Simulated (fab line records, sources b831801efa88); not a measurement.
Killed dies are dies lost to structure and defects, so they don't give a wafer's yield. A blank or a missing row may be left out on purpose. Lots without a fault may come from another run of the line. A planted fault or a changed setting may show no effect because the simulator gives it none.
Which tool did it? | flow sky130 | 24 lots, 72 wafers sampled, at 6 steps of a route of 708

WHAT THE GAUGES READ, wafer by wafer
SKY_VT_ADJUST_PCH_OVL_MEAS_07. Usual: VT_ADJUST_PCH_OVL 0.5 nm, standard deviation 1.3.
lot  | measured     | on         | VT_ADJUST_PCH_OVL (nm) | flag
L074 | day 10 13:14 | overlay-01 | 0.7 -0.9 -0.3          |
L075 | day 10 19:49 | overlay-01 | 0.8 0.9 0.7            |
L076 | day 11 02:43 | overlay-02 | 2.9 2.6 2.5            |
L077 | day 11 10:01 | overlay-02 | -2.6 -2.7 0.3          |
L078 | day 11 15:19 | overlay-02 | 1.3 0.8 0.2            |
L079 | day 12 08:13 | overlay-01 | 0.1 -1.1 -1.0          |
L080 | day 12 08:11 | overlay-02 | 0.7 0.4 0.4            |
L081 | day 12 12:17 | overlay-01 | 0.2 -1.0 0.4           |
L082 | day 12 20:38 | overlay-02 | -0.9 -0.8 -1.2         |
L083 | day 13 07:55 | overlay-02 | 1.7 1.1 0.7            |
L084 | day 13 17:29 | overlay-02 | 1.5 2.5 1.1            |
L085 | day 14 04:40 | overlay-01 | -1.3 0.8 -0.8          |
L086 | day 14 05:59 | overlay-02 | 0.1 0.7 -0.9           |
L087 | day 14 13:04 | overlay-02 | 1.6 2.0 1.5            |
L088 | day 14 18:49 | overlay-02 | -0.4 -0.3 0.1          |
L089 | day 15 01:58 | overlay-01 | 0.4 1.0 0.6            |
L090 | day 15 11:05 | overlay-02 | -0.2 0.4 -0.1          |
L091 | day 15 17:25 | overlay-02 | 2.5 1.6 1.3            |
L092 | day 16 07:32 | overlay-02 | 0.2 3.4 1.1            |
L093 | day 16 13:59 | overlay-01 | -0.2 -1.7 -1.3         |
L094 | day 16 15:52 | overlay-01 | 0.1 -0.5 -1.4          |
L095 | day 16 22:28 | overlay-02 | -1.2 0.0 -0.4          |
L096 | day 17 05:38 | overlay-02 | 2.1 1.8 2.2            |
L097 | day 17 20:07 | overlay-01 | 0.2 1.7 1.3            |

SKY_CONTACT_THK_MEAS_03. Usual: CONTACT_HDPCVD_THK 567 nm, standard deviation 5.3.
lot  | measured     | on            | CONTACT_HDPCVD_THK (nm) | flag
L074 | day 30 23:31 | film_metro-02 | 570 576 569             |
L075 | day 31 03:07 | film_metro-02 | 571 567 569             |
L076 | day 31 06:40 | film_metro-02 | 569 575 573             |
L077 | day 31 09:29 | film_metro-01 | 574 567 577             |
L078 | day 31 11:25 | film_metro-03 | 573 568 568             |
L079 | day 32 13:34 | film_metro-03 | 567 562 563             |
L080 | day 32 11:45 | film_metro-02 | 564 566 576             |
L081 | day 32 17:28 | film_metro-02 | 572 572 571             |
L082 | day 33 00:46 | film_metro-03 | 572 565 569             |
L083 | day 33 12:20 | film_metro-01 | 565 563 570             |
L084 | day 34 01:08 | film_metro-03 | 569 569 568             |
L085 | day 34 11:54 | film_metro-03 | 561 568 563             |
L086 | day 34 16:14 | film_metro-01 | 568 570 564             |
L087 | day 34 22:42 | film_metro-01 | 563 564 557             |
L088 | day 35 02:02 | film_metro-03 | 566 572 567             |
L089 | day 35 07:17 | film_metro-01 | 567 571 561             |
L090 | day 35 17:46 | film_metro-02 | 561 568 566             |
L091 | day 35 20:45 | film_metro-03 | 573 559 566             |
L092 | day 36 11:25 | film_metro-01 | 570 563 573             |
L093 | day 36 21:16 | film_metro-01 | 570 560 565             |
L094 | day 36 22:16 | film_metro-02 | 571 572 563             |
L095 | day 37 04:54 | film_metro-03 | 563 563 556             |
L096 | day 37 07:36 | film_metro-01 | 568 556 564             |
L097 | day 37 18:48 | film_metro-01 | 566 565 571             |

SKY_VIA1_BOW_MEAS_03. Usual: VIA1_BOW 81 um, standard deviation 7.7.
lot  | measured     | on            | VIA1_BOW (um) | flag
L074 | day 33 09:19 | film_metro-03 | 85 77 78      |
L075 | day 33 12:45 | film_metro-04 | 69 71 74      |
L076 | day 33 16:43 | film_metro-01 | 84 87 79      |
L077 | day 33 18:49 | film_metro-03 | 81 86 87      |
L078 | day 33 20:56 | film_metro-03 | 66 85 86      |
L079 | day 34 21:01 | film_metro-04 | 71 78 67      |
L080 | day 34 19:33 | film_metro-03 | 73 84 78      |
L081 | day 35 02:27 | film_metro-03 | 78 80 79      |
L082 | day 35 08:39 | film_metro-03 | 85 89 84      |
L083 | day 35 20:46 | film_metro-01 | 86 84 88      |
L084 | day 36 08:46 | film_metro-04 | 77 83 78      |
L085 | day 36 18:57 | film_metro-03 | 84 77 85      |
L086 | day 37 00:34 | film_metro-04 | 77 62 80      |
L087 | day 37 06:39 | film_metro-04 | 83 79 80      |
L088 | day 37 09:37 | film_metro-01 | 77 78 76      |
L089 | day 37 14:35 | film_metro-03 | 89 79 91      |
L090 | day 38 02:04 | film_metro-04 | 72 91 88      |
L091 | day 38 04:52 | film_metro-04 | 88 83 77      |
L092 | day 38 18:21 | film_metro-01 | 82 91 104     |
L093 | day 39 03:55 | film_metro-01 | 76 81 72      |
L094 | day 39 04:11 | film_metro-03 | 73 81 82      |
L095 | day 39 11:35 | film_metro-03 | 83 77 88      |
L096 | day 39 13:19 | film_metro-04 | 74 65 69      |
L097 | day 40 00:34 | film_metro-03 | 89 88 71      |

SKY_VIA3_THK_MEAS_01. Usual: VIA3_HDPCVD_THK 1642 nm, standard deviation 17.
lot  | measured     | on            | VIA3_HDPCVD_THK (nm) | flag
L074 | day 39 02:28 | film_metro-03 | 1625 1624 1622       |
L075 | day 39 05:57 | film_metro-04 | 1673 1646 1655       |
L076 | day 39 08:13 | film_metro-04 | 1682 1668 1646       |
L077 | day 39 11:04 | film_metro-03 | 1641 1610 1628       |
L078 | day 39 12:28 | film_metro-01 | 1632 1656 1657       |
L079 | day 40 11:29 | film_metro-03 | 1666 1654 1662       |
L080 | day 40 08:59 | film_metro-01 | 1663 1659 1636       |
L081 | day 40 15:58 | film_metro-01 | 1653 1660 1637       |
L082 | day 41 00:01 | film_metro-04 | 1603 1641 1616       |
L083 | day 41 09:15 | film_metro-04 | 1642 1651 1644       |
L084 | day 41 18:30 | film_metro-01 | 1641 1655 1623       |
L085 | day 42 06:09 | film_metro-04 | 1645 1674 1650       |
L086 | day 42 10:34 | film_metro-01 | 1618 1632 1613       |
L087 | day 42 15:50 | film_metro-04 | 1646 1623 1658       |
L088 | day 42 17:48 | film_metro-04 | 1629 1636 1613       |
L089 | day 42 22:06 | film_metro-04 | 1626 1632 1632       |
L090 | day 43 08:07 | film_metro-04 | 1657 1676 1654       |
L091 | day 43 12:49 | film_metro-03 | 1649 1650 1643       |
L092 | day 43 23:19 | film_metro-04 | 1637 1637 1638       |
L093 | day 44 07:36 | film_metro-04 | 1656 1634 1622       |
L094 | day 44 09:19 | film_metro-04 | 1665 1643 1662       |
L095 | day 44 15:44 | film_metro-04 | 1648 1637 1622       |
L096 | day 44 17:16 | film_metro-03 | 1607 1622 1618       |
L097 | day 45 03:58 | film_metro-03 | 1613 1641 1639       |

WHICH TOOL RAN EACH LOT (tool, then ch and the chambers of the sampled wafers, then the start)
lot  | SKY_FIELD_ISO_ETCH_15             | SKY_CONTACT_CMP_04
L074 | rie_diel-02 ch 0,1,3, day 2 07:56 | cmp-01 ch 0,3, day 30 23:37
L075 | rie_diel-04 ch 0,1,3, day 2 13:26 | cmp-02 ch 0,2,3, day 31 03:10
L076 | rie_diel-02 ch 0,1,2, day 2 16:23 | cmp-02 ch 0,1,2, day 31 06:43
L077 | rie_diel-04 ch 1,2,3, day 2 22:44 | cmp-01 ch 1,3, day 31 09:33
L078 | rie_diel-03 ch 0,1,2, day 3 03:08 | cmp-01 ch 0,2,3, day 31 11:32
L079 | rie_diel-04 ch 2,3, day 3 10:35   | cmp-01 ch 0,1,3, day 32 13:40
L080 | rie_diel-04 ch 0,2,3, day 3 12:14 | cmp-02 ch 0,1, day 32 11:48
L081 | rie_diel-02 ch 1,2,3, day 3 17:53 | cmp-01 ch 0,3, day 32 17:30
L082 | rie_diel-02 ch 0,1,2, day 3 22:38 | cmp-01 ch 2,3, day 33 00:51
L083 | rie_diel-02 ch 0,2, day 4 06:05   | cmp-02 ch 0,1,2, day 33 12:30
L084 | rie_diel-03 ch 0,2, day 4 13:20   | cmp-01 ch 0,1,3, day 34 01:12
L085 | rie_diel-02 ch 0,2,3, day 4 19:53 | cmp-01 ch 1,2,3, day 34 11:58
L086 | rie_diel-04 ch 2,3, day 4 20:56   | cmp-02 ch 0,1,2, day 34 16:19
L087 | rie_diel-03 ch 1,3, day 5 00:26   | cmp-02 ch 2,3, day 34 22:49
L088 | rie_diel-02 ch 2,3, day 5 05:29   | cmp-01 ch 1,3, day 35 02:06
L089 | rie_diel-03 ch 0,3, day 5 10:53   | cmp-02 ch 2,3, day 35 07:20
L090 | rie_diel-04 ch 1,2,3, day 5 14:53 | cmp-02 ch 0,1,2, day 35 18:26
L091 | rie_diel-02 ch 0,1,2, day 5 20:38 | cmp-02 ch 0,1, day 35 20:48
L092 | rie_diel-04 ch 0,1,2, day 6 06:35 | cmp-01 ch 1,2, day 36 11:28
L093 | rie_diel-02 ch 0,1, day 6 11:59   | cmp-02 ch 1,2,3, day 36 21:23
L094 | rie_diel-04 ch 0,1, day 6 15:08   | cmp-02 ch 2,3, day 36 22:19
L095 | rie_diel-02 ch 0,1, day 6 17:32   | cmp-01 ch 0,1, day 37 04:58
L096 | rie_diel-02 ch 1,2,3, day 6 23:17 | cmp-01 ch 0,1,2, day 37 07:40
L097 | rie_diel-04 ch 0,2, day 7 04:47   | cmp-02 ch 0,1,2, day 37 18:52
- SKY_FIELD_ISO_ETCH_15: etches the open film in CHF3/O2, stops on Si, target depth 180 nm, time 72 s.
- SKY_CONTACT_CMP_04: polishes SiO2.

WHAT THE TOOLS THEMSELVES READ (means of the sampled wafers that have a number; where no wafer has one, the mark that the record gives instead)
SKY_FIELD_ISO_ETCH_15. Usual: chamber_pressure_mTorr 40.00 mTorr, standard deviation 0.038; drypump_motor_current_A 6.02 A, standard deviation 0.29; oes_product_au 0.927 a.u., standard deviation 0.0068; throttle_valve_pct 8.838 %, standard deviation 0.0096.
lot  | tool        | chamber_pressure_mTorr (mTorr) | drypump_motor_current_A (A) | oes_product_au (a.u.) | throttle_valve_pct (%) | flag
L074 | rie_diel-02 | 39.98                          | 6.02                        | 0.924                 | 8.836                  |
L075 | rie_diel-04 | 40.00                          | 5.95                        | 0.927                 | 8.834                  |
L076 | rie_diel-02 | 40.00                          | 6.03                        | 0.925                 | 8.842                  |
L077 | rie_diel-04 | 40.00                          | 6.24                        | 0.925                 | 8.836                  |
L078 | rie_diel-03 | 39.97                          | 5.84                        | 0.930                 | 8.841                  |
L079 | rie_diel-04 | 39.97                          | 6.13                        | 0.926                 | 8.844                  |
L080 | rie_diel-04 | 40.00                          | 5.94                        | 0.919                 | 8.838                  |
L081 | rie_diel-02 | 40.03                          | 6.15                        | 0.931                 | 8.839                  |
L082 | rie_diel-02 | 40.03                          | 6.04                        | 0.929                 | 8.837                  |
L083 | rie_diel-02 | 40.00                          | 6.13                        | 0.926                 | 8.842                  |
L084 | rie_diel-03 | 39.99                          | 5.86                        | 0.936                 | 8.839                  |
L085 | rie_diel-02 | 40.02                          | 6.09                        | 0.936                 | 8.831                  |
L086 | rie_diel-04 | 40.01                          | 6.21                        | 0.927                 | 8.841                  |
L087 | rie_diel-03 | 40.01                          | 5.48                        | 0.921                 | 8.839                  |
L088 | rie_diel-02 | 40.01                          | 6.25                        | 0.922                 | 8.839                  |
L089 | rie_diel-03 | 39.99                          | 5.91                        | 0.912                 | 8.829                  |
L090 | rie_diel-04 | 40.00                          | 6.24                        | 0.926                 | 8.828                  |
L091 | rie_diel-02 | 40.04                          | 6.05                        | 0.929                 | 8.846                  |
L092 | rie_diel-04 | 39.96                          | 6.01                        | 0.928                 | 8.836                  |
L093 | rie_diel-02 | 39.96                          | 5.92                        | 0.929                 | 8.840                  |
L094 | rie_diel-04 | 39.99                          | 5.74                        | 0.930                 | 8.842                  |
L095 | rie_diel-02 | 40.02                          | 5.95                        | 0.918                 | 8.830                  |
L096 | rie_diel-02 | 39.97                          | 6.16                        | 0.933                 | 8.835                  |
L097 | rie_diel-04 | 40.00                          | 6.00                        | 0.930                 | 8.828                  |

SKY_CONTACT_CMP_04. Usual: motor_current_A 11.7 A, standard deviation 1.1; time_to_endpoint_s 84 s, standard deviation 3.9.
lot  | tool   | motor_current_A (A) | time_to_endpoint_s (s) | flag
L074 | cmp-01 | 12.2                | 86                     |
L075 | cmp-02 | 11.5                | 86                     |
L076 | cmp-02 | 11.4                | 84                     |
L077 | cmp-01 | 12.8                | 87                     |
L078 | cmp-01 | 11.7                | 84                     |
L079 | cmp-01 | 12.7                | 84                     |
L080 | cmp-02 | 11.1                | 84                     |
L081 | cmp-01 | 11.3                | 83                     |
L082 | cmp-01 | 12.8                | 88                     |
L083 | cmp-02 | 11.6                | 87                     |
L084 | cmp-01 | 12.1                | 86                     |
L085 | cmp-01 | 12.4                | 83                     |
L086 | cmp-02 | 11.5                | 82                     |
L087 | cmp-02 | 12.3                | 83                     |
L088 | cmp-01 | 12.9                | 82                     |
L089 | cmp-02 | 12.2                | 85                     |
L090 | cmp-02 | 11.7                | 78                     |
L091 | cmp-02 | 11.2                | 82                     |
L092 | cmp-01 | 11.9                | 87                     |
L093 | cmp-02 | 11.7                | 83                     |
L094 | cmp-02 | 11.7                | 82                     |
L095 | cmp-01 | 11.4                | 81                     |
L096 | cmp-01 | 11.4                | 83                     |
L097 | cmp-02 | 11.5                | 80                     |

THE ANSWER, worked out from the rows above alone
Rule: a lot is off if the mean of its wafers that have a number lies more than 3 standard deviations from the usual mean. A lot without any number at a reading at which 4 lots or more have one is off too. The other lots that the step has rows for count as sound. The gauges are gone through in route order, then the tools' own readings, and for those a lot's mean is taken as printed above. The first step at which some lot is off is used, and at that step the reading that is off furthest; a lot without a number counts as furthest.
No lot is off at any reading shown: from this, nothing can be told.

WHAT THE SIMULATOR HAD PUT IN
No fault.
